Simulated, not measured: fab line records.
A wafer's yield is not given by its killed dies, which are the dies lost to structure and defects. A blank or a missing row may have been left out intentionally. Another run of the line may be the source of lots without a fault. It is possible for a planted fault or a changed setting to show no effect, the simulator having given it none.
Which tool is to blame?	flow gf180mcu	24 lots, 72 wafers sampled, at 6 steps of a route of 602

## WHAT THE GAUGES READ, wafer by wafer
GF_V3_CD_MEAS_14 targets a cd of 260 nm. Usual: cd nm reads 259.7 nm (standard deviation 1.1).
lot	measured	on	cd nm (nm)	flag
L074	day 22 17:58	cd sem-01	260.7 260.7 261.0	
L076	day 23 00:16	cd sem-02	259.5 258.8 258.7	
L075	day 23 01:47	cd sem-01	258.7 259.0 258.7	
L077	day 23 21:02	cd sem-02	259.6 259.1 259.1	
L078	day 24 07:25	cd sem-01	259.7 260.1 261.2	
L079	day 24 14:31	cd sem-01	259.9 260.5 260.2	
L081	day 24 21:23	cd sem-01	260.6 260.5 260.6	
L080	day 25 03:50	cd sem-02	258.9 260.2 258.5	
L082	day 25 12:43	cd sem-02	261.0 260.8 261.0	
L083	day 25 20:16	cd sem-01	261.3 261.0 262.6	
L084	day 26 03:41	cd sem-01	260.9 260.7 258.8	
L085	day 26 13:10	cd sem-02	261.0 261.7 260.7	
L086	day 26 16:16	cd sem-01	259.3 258.0 259.8	
L087	day 26 23:11	cd sem-02	258.0 257.9 258.7	
L088	day 27 02:29	cd sem-01	260.9 260.0 259.8	
L089	day 27 11:43	cd sem-02	260.4 260.4 260.9	
L090	day 27 19:22	cd sem-01	257.6 259.0 258.6	
L091	day 28 06:14	cd sem-02	261.0 260.7 260.0	
L092	day 28 09:15	cd sem-02	257.4 259.4 258.0	
L093	day 28 11:31	cd sem-02	259.1 257.9 258.7	
L094	day 28 22:46	cd sem-02	259.2 259.2 259.0	
L095	day 29 00:13	cd sem-02	257.7 259.1 257.8	
L096	day 29 09:55	cd sem-02	261.4 259.6 260.2	
L097	day 29 15:38	cd sem-02	259.0 259.6 258.4	

GF_TOP_METAL_THK_MEAS_06: measures by xrf. Usual: for TOP_METAL_ALCU_THK the level is 910 nm and the standard deviation is 10.
lot	measured	on	TOP_METAL_ALCU_THK (nm)	flag
L074	day 27 14:11	film metro-03	909 916 915	
L076	day 27 20:00	film metro-04	896 920 926	
L075	day 27 20:19	film metro-02	907 907 914	
L077	day 28 14:41	film metro-04	918 930 911	
L078	day 28 22:13	film metro-02	912 910 921	
L079	day 29 05:37	film metro-03	939 934 927	
L081	day 29 12:48	film metro-04	899 889 904	
L080	day 29 17:01	film metro-04	902 898 896	
L082	day 30 01:11	film metro-03	911 906 899	
L083	day 30 07:40	film metro-02	898 897 895	
L084	day 30 11:58	film metro-04	901 898 905	
L085	day 30 22:06	film metro-04	922 909 917	
L086	day 31 00:52	film metro-04	903 913 919	
L087	day 31 08:01	film metro-04	925 919 922	
L088	day 31 10:56	film metro-03	920 921 920	
L089	day 31 19:12	film metro-03	914 923 919	
L090	day 32 01:05	film metro-02	916 907 907	
L091	day 32 10:02	film metro-04	900 899 904	
L092	day 32 13:51	film metro-04	891 919 906	
L093	day 32 15:11	film metro-02	905 920 912	
L094	day 33 00:33	film metro-03	902 904 916	
L095	day 33 01:19	film metro-02	909 903 891	
L096	day 33 11:04	film metro-03	927 908 902	
L097	day 33 14:52	film metro-03	898 907 897	

## TOOL THAT RAN EACH LOT (tool first, then ch and the chambers of the sampled wafers, then the start)
lot	GF_CONTACT_ETCH_16	GF_M4_SPUTTER_02	GF_MIM_SPUTTER_04	GF_MIM_CVD_05
L074	rie diel-02 ch 0,2,3, day 16 08:57	pvd sputter-03, day 22 19:37	pvd sputter-01, day 24 20:37	pecvd-02 ch 1,2, day 24 20:40
L076	rie diel-04 ch 1,3, day 16 17:21	pvd sputter-04, day 23 01:52	pvd sputter-02, day 25 01:29	pecvd-01 ch 0,1,2, day 25 01:32
L075	rie diel-03 ch 0,1, day 16 19:48	pvd sputter-02, day 23 03:28	pvd sputter-02, day 25 02:29	pecvd-04 ch 1,2, day 25 02:31
L077	rie diel-03 ch 0,1,3, day 17 12:26	pvd sputter-02, day 23 22:43	pvd sputter-01, day 25 21:37	pecvd-02 ch 0,1, day 25 21:40
L078	rie diel-03 ch 1,2, day 18 00:27	pvd sputter-04, day 24 09:02	pvd sputter-01, day 26 06:47	pecvd-01 ch 0,1, day 26 06:50
L079	rie diel-02 ch 0,1,2, day 18 09:45	pvd sputter-02, day 24 16:10	pvd sputter-02, day 26 13:51	pecvd-04 ch 0,2, day 26 13:53
L081	rie diel-03 ch 0,1,2, day 18 16:15	pvd sputter-03, day 24 23:41	pvd sputter-02, day 26 21:32	pecvd-01 ch 0,2, day 26 21:35
L080	rie diel-04 ch 0,2,3, day 18 22:00	pvd sputter-04, day 25 05:32	pvd sputter-02, day 27 01:59	pecvd-04 ch 0,1, day 27 02:01
L082	rie diel-03 ch 0,1, day 19 09:18	pvd sputter-02, day 25 14:20	pvd sputter-02, day 27 11:05	pecvd-01 ch 0,1,2, day 27 11:07
L083	rie diel-04 ch 0,2,3, day 19 17:41	pvd sputter-03, day 25 21:54	pvd sputter-02, day 27 18:01	pecvd-04 ch 0,1,2, day 27 18:03
L084	rie diel-03 ch 2,3, day 20 03:54	pvd sputter-02, day 26 05:29	pvd sputter-01, day 28 00:53	pecvd-01 ch 0,1,2, day 28 00:55
L085	rie diel-04 ch 0,1, day 20 11:45	pvd sputter-04, day 26 14:52	pvd sputter-01, day 28 10:29	pecvd-02 ch 0,1,2, day 28 10:32
L086	rie diel-02 ch 0,1,2, day 20 15:45	pvd sputter-02, day 26 17:53	pvd sputter-01, day 28 12:41	pecvd-04 ch 0,1,2, day 28 12:44
L087	rie diel-04 ch 0,2,3, day 21 00:54	pvd sputter-03, day 27 00:52	pvd sputter-02, day 28 19:59	pecvd-01 ch 0,2, day 28 20:01
L088	rie diel-02 ch 2,3, day 21 04:35	pvd sputter-04, day 27 04:05	pvd sputter-04, day 28 22:38	pecvd-02 ch 0,1,2, day 28 22:40
L089	rie diel-04 ch 1,3, day 21 17:15	pvd sputter-04, day 27 13:23	pvd sputter-02, day 29 07:59	pecvd-01 ch 0,2, day 29 08:01
L090	rie diel-04 ch 0,2,3, day 22 00:15	pvd sputter-03, day 27 21:08	pvd sputter-04, day 29 14:44	pecvd-01 ch 0,2, day 29 14:46
L091	rie diel-04 ch 1,2, day 22 11:05	pvd sputter-03, day 28 07:52	pvd sputter-02, day 30 01:34	pecvd-02 ch 0,2, day 30 01:37
L092	rie diel-03 ch 1,2,3, day 22 16:03	pvd sputter-02, day 28 10:53	pvd sputter-04, day 30 04:49	pecvd-02 ch 0,1,2, day 30 04:52
L093	rie diel-02 ch 0,1,3, day 22 20:00	pvd sputter-03, day 28 13:10	pvd sputter-01, day 30 06:44	pecvd-01 ch 0,2, day 30 06:46
L094	rie diel-04 ch 0,1,2, day 23 10:47	pvd sputter-02, day 29 00:32	pvd sputter-01, day 30 16:33	pecvd-02 ch 0,1,2, day 30 16:35
L095	rie diel-02 ch 0,2, day 23 11:08	pvd sputter-04, day 29 02:11	pvd sputter-02, day 30 18:41	pecvd-04 ch 1,2, day 30 18:43
L096	rie diel-03 ch 0,2,3, day 23 21:33	pvd sputter-02, day 29 11:37	pvd sputter-04, day 31 04:40	pecvd-01 ch 0,1, day 31 04:42
L097	rie diel-03 ch 0,2,3, day 24 05:00	pvd sputter-03, day 29 17:17	pvd sputter-02, day 31 09:49	pecvd-02 ch 0,1,2, day 31 09:51
- GF_CONTACT_ETCH_16: etches BARC in N2/H2.
- GF_M4_SPUTTER_02: material AlCu, target thk 450 nm, time 23.9 s.
- GF_MIM_SPUTTER_04: material TiN, target thk 50 nm, time 41.7 s.
- GF_MIM_CVD_05: deposits Si3N4, target thk 42 nm, time 29.086 s.

## AS READ BY THE TOOLS THEMSELVES (means over the sampled wafers that have a number; for cases with no such wafer, the mark the record gives instead)
GF_CONTACT_ETCH_16. Usual: chamber pressure mTorr 29.998 mTorr, standard deviation 0.028; drypump motor current A 5.8 A, standard deviation 0.48; oes product au 0.854 a.u., standard deviation 0.0047; throttle valve pct 13.225 %, standard deviation 0.01.
lot	tool	chamber pressure mTorr (mTorr)	drypump motor current A (A)	oes product au (a.u.)	throttle valve pct (%)	flag
L074	rie diel-02	29.998	5.9	0.852	13.223	
L076	rie diel-04	30.003	5.6	0.855	13.218	
L075	rie diel-03	29.991	5.6	0.853	13.216	
L077	rie diel-03	29.978	6.0	0.855	13.224	
L078	rie diel-03	30.024	5.5	0.857	13.223	
L079	rie diel-02	29.993	6.1	0.855	13.228	
L081	rie diel-03	30.000	5.6	0.851	13.218	
L080	rie diel-04	30.006	5.8	0.852	13.235	
L082	rie diel-03	30.021	5.6	0.852	13.222	
L083	rie diel-04	30.020	5.8	0.851	13.232	
L084	rie diel-03	30.004	6.0	0.851	13.223	
L085	rie diel-04	30.007	5.4	0.850	13.231	
L086	rie diel-02	29.983	6.1	0.855	13.235	
L087	rie diel-04	29.979	5.8	0.853	13.242	
L088	rie diel-02	30.010	5.7	0.853	13.231	
L089	rie diel-04	29.985	5.4	0.851	13.226	
L090	rie diel-04	29.989	5.8	0.851	13.219	
L091	rie diel-04	29.997	5.7	0.851	13.227	
L092	rie diel-03	29.967	5.9	0.854	13.226	
L093	rie diel-02	29.973	6.3	0.852	13.224	
L094	rie diel-04	29.981	5.6	0.854	13.230	
L095	rie diel-02	29.985	6.0	0.862	13.216	
L096	rie diel-03	29.976	6.0	0.857	13.226	
L097	rie diel-03	30.000	6.0	0.859	13.229	

GF_M4_SPUTTER_02. Usual: cathode dc power W 10600 W, standard deviation 1.9; throttle valve pct 30.1 %, standard deviation 1.2.
lot	tool	cathode dc power W (W)	throttle valve pct (%)	flag
L074	pvd sputter-03	10600	30.5	
L076	pvd sputter-04	10599	30.2	
L075	pvd sputter-02	10600	29.2	
L077	pvd sputter-02	10599	29.8	
L078	pvd sputter-04	10599	31.2	
L079	pvd sputter-02	10600	29.9	
L081	pvd sputter-03	10600	30.2	
L080	pvd sputter-04	10599	30.4	
L082	pvd sputter-02	10600	29.9	
L083	pvd sputter-03	10599	30.0	
L084	pvd sputter-02	10600	29.3	
L085	pvd sputter-04	10602	31.1	
L086	pvd sputter-02	10600	29.3	
L087	pvd sputter-03	10601	30.5	
L088	pvd sputter-04	10596	30.5	
L089	pvd sputter-04	10601	29.1	
L090	pvd sputter-03	10598	30.8	
L091	pvd sputter-03	10600	29.8	
L092	pvd sputter-02	10597	29.4	
L093	pvd sputter-03	10599	30.3	
L094	pvd sputter-02	10600	30.0	
L095	pvd sputter-04	10600	30.6	
L096	pvd sputter-02	10599	29.3	
L097	pvd sputter-03	10600	29.9	

GF_MIM_SPUTTER_04. Usual: cathode dc power W 6499.9 W, standard deviation 1.2; throttle valve pct 29.9 %, standard deviation 1.
lot	tool	cathode dc power W (W)	throttle valve pct (%)	flag
L074	pvd sputter-01	6501.3	30.6	
L076	pvd sputter-02	6500.2	29.9	
L075	pvd sputter-02	6499.5	30.4	
L077	pvd sputter-01	6498.6	29.8	
L078	pvd sputter-01	6500.5	29.6	
L079	pvd sputter-02	6500.3	28.6	
L081	pvd sputter-02	6499.1	29.2	
L080	pvd sputter-02	6500.5	30.0	
L082	pvd sputter-02	6499.5	30.1	
L083	pvd sputter-02	6499.3	29.5	
L084	pvd sputter-01	6500.3	29.3	
L085	pvd sputter-01	6499.8	29.9	
L086	pvd sputter-01	6500.6	30.6	
L087	pvd sputter-02	6501.0	29.2	
L088	pvd sputter-04	6499.6	31.2	
L089	pvd sputter-02	6500.4	29.2	
L090	pvd sputter-04	6500.6	30.1	
L091	pvd sputter-02	6499.8	29.9	
L092	pvd sputter-04	6500.0	30.5	
L093	pvd sputter-01	6499.5	30.1	
L094	pvd sputter-01	6500.0	29.4	
L095	pvd sputter-02	6499.6	30.6	
L096	pvd sputter-04	6499.1	29.3	
L097	pvd sputter-02	6499.2	29.3	

GF_MIM_CVD_05. Usual: heater power w reads 612 W (standard deviation 85).
lot	tool	heater power w (W)	flag
L074	pecvd-02	468	
L076	pecvd-01	649	
L075	pecvd-04	703	
L077	pecvd-02	582	
L078	pecvd-01	643	
L079	pecvd-04	708	
L081	pecvd-01	585	
L080	pecvd-04	699	
L082	pecvd-01	624	
L083	pecvd-04	710	
L084	pecvd-01	595	
L085	pecvd-02	562	
L086	pecvd-04	676	
L087	pecvd-01	590	
L088	pecvd-02	565	
L089	pecvd-01	574	
L090	pecvd-01	605	
L091	pecvd-02	529	
L092	pecvd-02	548	
L093	pecvd-01	632	
L094	pecvd-02	525	
L095	pecvd-04	713	
L096	pecvd-01	639	
L097	pecvd-02	558	

## THE ANSWER, worked out from the rows above alone
Rule: lot off if the mean of its wafers having a number is beyond 3 standard deviations from the usual mean. A lot without any number at a reading at which 4 lots or more have one is off too. The other lots that the step has rows for count as sound. The gauges are gone through in route order, then the tools' own readings, and for those a lot's mean is taken as printed above. The first step at which some lot is off is used, and at that step the reading that is off furthest; a lot without a number counts as furthest.
None of the lots is off at any reading shown; this tells nothing.

## WHAT WAS PUT IN BY THE SIMULATOR
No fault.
